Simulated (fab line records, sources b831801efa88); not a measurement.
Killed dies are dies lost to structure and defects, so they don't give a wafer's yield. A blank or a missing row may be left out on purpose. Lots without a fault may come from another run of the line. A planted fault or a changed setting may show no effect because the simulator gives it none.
fab line records | flow sky130
record lots=6 wafers=18 last_day=50
route steps=708 shown LDD_HVP@286 LDD_LDN@289 PAD_OPEN@708
lots that met no fault: from a run of the same line without faults
start_h: hours from the record's first day to the start of the lot's first wafer shown | wait_h: hours since the lot's step before | " the same as in the row above | L1.1+2: a row that stands for several wafers | - no value, or no start given | * or withheld: withheld | < > ~ a bound
route shown NAME@n: a module of which the file shows steps, and the number in the route of the first | usual: mean/standard deviation of fault-free wafers | same: alike in all rows | chamber/n: place in a boat | sites: the reading at each site | _std_site: their standard deviation | _edge_site: outer sites' mean less inner sites' | radius_mm: how far each site lies from the wafer's centre | mask NAME#n: copy n | behind: the tool/chamber that last shaped the wafer | hold: why the lot was held/for how many hours/how that ended | device: the transistor (n, p or np) that didn't switch | end of line: the same wafers' tests at the end of the route | a step without rows: its recipe alone | killed: dies lost to structure and defects at the first sort, not the wafer's yield | map: a wafer's dies, x killed, . not, _ none there
set.NAME: the setting as run; set.NAME@STEP: as run at that earlier step | model.NAME: the simulator's own value behind a step, which no gauge read
lots at some steps of the route; a table a step, a row a wafer
services: from which hour (start_h, from the record's first day; less than 0 if before it) a tool's chamber was out of use, for how many hours, and why
## steps
# step SKY_LDD_HVP_IMPLANT_08
# recipe species=B energy_kev=20 dose_cm2=1.7e+13 tilt_deg=17.9
# step SKY_LDD_HVP_STRIP_09
# recipe chemistry=O2/N2 power_w=1400 pressure_mtorr=1500 platen_temp_c=withheld o2_flow_sccm=3000 n2_flow_sccm=300 overash_fraction=0.5
# usual drypump_motor_current_A=5.7/0.57 oes_product_au=0.408/0.0051 strip_time_to_endpoint_s=4.136/0.013
# columns lot.wafer tool chamber start_h wait_h drypump_motor_current_A oes_product_au rf_hours_counter_h strip_time_to_endpoint_s
L486.1 plasma_asher-04 0 516.48 0.1 5.1 0.398 82 4.141
L486.3 " 0 " " 5.2 0.413 - 4.119
L486.6 " 0 " " 5.2 0.408 - 4.135
L495.3 plasma_asher-04 1 595.66 0.1 6.5 0.416 - 4.141
L495.4 " 0 " " 5.2 0.416 - 4.149
L495.6 " 1 " " 6.4 0.409 - 4.143
L497.1 plasma_asher-04 1 604.83 0.1 6.5 0.412 91 4.164
L497.4 " 0 " " 5.2 0.410 - 4.148
L497.5 " 0 " " 5.2 0.399 - 4.157
L502.3 plasma_asher-01 0 653.32 0.1 5.5 0.414 - 4.140
L502.4 " 1 " " 5.1 0.413 - 4.137
L502.5 " 1 " " 5.1 0.409 - 4.138
L504.2 plasma_asher-04 1 674.75 0.1 6.5 0.406 98 4.104
L504.4 " 1 " " 6.5 0.415 - 4.128
L504.5 " 0 " " 5.2 0.408 - 4.131
L507.1 plasma_asher-04 0 690.89 0.1 5.2 0.405 100 4.134
L507.2 " 1 " " 6.4 0.407 100 4.148
L507.6 " 0 " " 5.2 0.409 - 4.141
# step SKY_LDD_HVP_TW_MEAS_10
# usual LDD_HVP_TW=459.1/2.6
# columns lot.wafer tool chamber start_h wait_h LDD_HVP_TW
L486.1 film_metro-04 - 516.58 0.1 461.7
L486.3 " - " " 459.0
L486.6 " - " " 461.0
L495.3 film_metro-01 - 595.75 0.1 459.9
L495.4 " - " " 456.4
L495.6 " - " " 456.2
L497.1 film_metro-04 - 604.93 0.1 459.6
L497.4 " - " " 462.5
L497.5 " - " " 458.2
L502.3 film_metro-03 - 653.41 0.1 453.6
L502.4 " - " " 456.3
L502.5 " - " " 451.3
L504.2 film_metro-04 - 674.86 0.1 457.8
L504.4 " - " " 456.1
L504.5 " - " " 457.9
L507.1 film_metro-01 - 690.99 0.1 456.7
L507.2 " - " " 456.2
L507.6 " - " " 455.0
# step SKY_LDD_LDN_DEHYDRATE_00
# recipe temp_c=200 time_s=60
# step SKY_LDD_LDN_HMDS_01
# recipe prime_time_s=60 prime_temp_c=120
# step SKY_LDD_LDN_COAT_02
# recipe resist=NOVOLAK spin_rpm=3000 resist_thk_nm=1140
# step SKY_LDD_LDN_SOFTBAKE_03
# recipe temp_c=90 time_s=60 resist=NOVOLAK
# step SKY_LDD_LDN_EXPOSE_04
# recipe mask_id=LDNTM na=0.6 source_shape=conventional sigma_outer=0.6 polarization=unpolarized target_cd_nm=700 dose_mj=140
# step SKY_LDD_LDN_PEB_05
# recipe temp_c=withheld time_s=* resist=NOVOLAK
# step SKY_LDD_LDN_DEVELOP_06
# recipe resist=NOVOLAK developer=TMAH develop_time_s=60 dev_temp_c=23
# step SKY_LDD_LDN_OVL_MEAS_07
# usual LDD_LDN_OVL=0.0/1.5
# columns lot.wafer tool chamber start_h wait_h LDD_LDN_OVL[nm]
L486.1 overlay-02 - 546.71 0.1 -1.9
L486.3 " - " " -2.5
L486.6 " - " " -1.0
L495.3 overlay-02 - 625.25 0.1 2.1
L495.4 " - " " 2.6
L495.6 " - " " 1.8
L497.1 overlay-01 - 634.09 0.1 0.5
L497.4 " - " " 0.7
L497.5 " - " " 0.4
L502.3 overlay-02 - 681.00 0.1 0.7
L502.4 " - " " 1.1
L502.5 " - " " 2.3
L504.2 overlay-01 - 702.96 0.1 1.0
L504.4 " - " " 1.6
L504.5 " - " " -0.6
L507.1 overlay-02 - 718.86 0.1 -2.3
L507.2 " - " " -2.7
L507.6 " - " " -2.8
# step SKY_LDD_LDN_IMPLANT_08
# recipe species=As energy_kev=15 dose_cm2=1.25e+13 tilt_deg=withheld rotation_deg=23
# step SKY_LDD_LDN_IMPLANT_09
# recipe species=As energy_kev=15 dose_cm2=1.25e+13 tilt_deg=withheld rotation_deg=113
# usual dose_ions_cm2=1.2499e+13/1.3e+10
# same implant_ion_amu=75
# columns lot.wafer tool chamber start_h wait_h dose_ions_cm2
L486.1 implanter-01 0 546.90 0.1 1.2532e+13
L486.3 " 0 " " 1.2507e+13
L486.6 " 0 " " 1.2503e+13
L495.3 implanter-01 0 625.47 0.1 1.1815e+13
L495.4 " 0 " " 1.1802e+13
L495.6 " 0 " " 1.1818e+13
L497.1 implanter-01 0 634.27 0.1 1.1797e+13
L497.4 " 0 " " 1.181e+13
L497.5 " 0 " " 1.1831e+13
L502.3 implanter-03 0 681.22 0.1 1.2493e+13
L502.4 " 0 " " 1.2498e+13
L502.5 " 0 " " 1.2505e+13
L504.2 implanter-01 0 703.16 0.1 1.2522e+13
L504.4 " 0 " " 1.2505e+13
L504.5 " 0 " " 1.2519e+13
L507.1 implanter-03 0 719.05 0.1 1.2494e+13
L507.2 " 0 " " 1.2465e+13
L507.6 " 0 " " 1.2499e+13
# step SKY_LDD_LDN_IMPLANT_10
# recipe species=As energy_kev=15 dose_cm2=1.25e+13 tilt_deg=withheld rotation_deg=203
# step SKY_PAD_OPEN_PROBE_99
# usual killed_at_M0_to_M3=43/6.8 killed_at_M4_up=3.1/1.6 killed_at_contacts=24/5.4 killed_at_front_end=16/4.4 killed_at_other=0.2/0.48 killed_dies=87/8.8 killed_open=48/6.4 killed_short=39/6.2
# same gross_dies=492 killed_at_back_side=0
# columns lot.wafer tool chamber start_h wait_h killed_at_M0_to_M3 killed_at_M4_up killed_at_contacts killed_at_front_end killed_at_other killed_dies killed_open killed_short
L497.1 prober-02 - 1151.69 0.1 37 5 22 19 0 83 45 38
L497.4 prober-02 - 1151.84 0.2 45 5 19 15 1 85 48 37
L497.5 prober-02 - 1151.89 0.2 36 0 21 10 1 68 37 31
L502.3 prober-01 - 1178.74 0.2 37 4 26 16 0 83 51 32
L502.4 prober-01 - 1178.79 0.2 48 4 21 8 0 81 49 32
L502.5 prober-01 - 1178.84 0.2 44 2 24 14 0 84 44 40
L504.2 prober-02 - 1195.30 0.1 52 1 19 23 0 95 47 48
L504.4 prober-02 - 1195.40 0.2 48 1 24 17 0 90 58 32
L504.5 prober-02 - 1195.45 0.2 45 5 21 23 0 94 46 48
# killed by level:class
L497.1 CONTACT:geometric_particle:open=12 VIA1:geometric_particle:open=8 VIA2:geometric_particle:open=7 POLY_GATE:geometric_particle:open=4 POLY_GATE:geometric_particle:short=4 SPACER:geometric_particle:short=4 LI_CONTACT:geometric_particle:open=4 METAL2:geometric_particle:short=4
L497.4 VIA1:geometric_particle:open=12 CONTACT:geometric_particle:open=10 METAL2:geometric_particle:short=6 VIA2:geometric_particle:open=6 VIA3:geometric_particle:open=5 POLY_GATE:geometric_particle:short=4 POLY_GATE:geometric_particle:open=4 VIA1:geometric_particle:short=4
L497.5 CONTACT:geometric_particle:open=9 LI_CONTACT:geometric_particle:open=7 VIA3:geometric_particle:open=7 VIA1:geometric_particle:short=6 METAL2:geometric_particle:short=5 VIA2:geometric_particle:open=4 VIA1:geometric_particle:open=4 FIELD_ISO:geometric_particle:short=3
L502.3 CONTACT:geometric_particle:open=11 CONTACT:geometric_particle:short=8 VIA2:geometric_particle:open=7 VIA1:geometric_particle:open=7 FIELD_ISO:geometric_particle:open=6 VIA3:geometric_particle:open=6 METAL1:geometric_particle:short=5 LOCAL_INTERCONNECT:geometric_particle:short=4
L502.4 VIA1:geometric_particle:open=13 CONTACT:geometric_particle:open=12 VIA2:geometric_particle:open=9 METAL1:geometric_particle:short=6 VIA3:geometric_particle:open=4 METAL4:geometric_particle:short=4 LOCAL_INTERCONNECT:geometric_particle:short=3 POLY_GATE:geometric_particle:open=3
L502.5 VIA1:geometric_particle:open=12 CONTACT:geometric_particle:open=11 LOCAL_INTERCONNECT:geometric_particle:short=5 METAL2:geometric_particle:short=5 FIELD_ISO:geometric_particle:short=4 LI_CONTACT:geometric_particle:open=4 METAL1:geometric_particle:short=4 VIA1:geometric_particle:short=4
L504.2 VIA1:geometric_particle:open=9 METAL2:geometric_particle:short=9 LI_CONTACT:geometric_particle:open=7 VIA1:geometric_particle:short=7 VIA3:geometric_particle:open=6 POLY_GATE:geometric_particle:short=5 POLY_GATE:geometric_particle:open=5 CONTACT:geometric_particle:open=5
L504.4 VIA1:geometric_particle:open=15 VIA3:geometric_particle:open=12 LI_CONTACT:geometric_particle:open=11 CONTACT:geometric_particle:open=9 METAL1:geometric_particle:short=6 FIELD_ISO:geometric_particle:open=5 FIELD_ISO:geometric_particle:short=5 POLY_GATE:geometric_particle:short=4
L504.5 VIA1:geometric_particle:open=15 METAL2:geometric_particle:short=8 POLY_GATE:geometric_particle:short=7 FIELD_ISO:geometric_particle:open=6 CONTACT:geometric_particle:open=6 FIELD_ISO:geometric_particle:short=5 VIA1:geometric_particle:short=5 CONTACT:geometric_particle:short=5
## services
# columns tool chamber start_h hours kind
implanter-03 - 506.50 3.4 pm
plasma_asher-04 - 563.14 1.4 repair
plasma_asher-04 - 613.84 0.6 repair
## key
first_sign step=SKY_LDD_LDN_IMPLANT_09 reading=dose_ions_cm2 direction=down sigmas=52 usual=* struck=*
effect none on later readings
met_at SKY_LDD_LDN_IMPLANT_09
struck_wafers L495.3,L495.4,L495.6,L497.1,L497.4,L497.5
tester_left_out L495,L497
onset_between 546.90 625.47
fault kind=process_parameter_drift tool=implanter-01 chamber=- onset_h=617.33 steps=SKY_LDD_LDN_IMPLANT_09 channel=dose_cm2 offset=* shape=step end_h=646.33 acts_in=* stated=*
# tester_left_out: of these lots the tester's yield and bins aren't shown, on N5 and GAA mostly nor the transistor test; their killed dies are dies lost to structure and defects alone, not to doping, threshold or leakage, so they don't give the yield
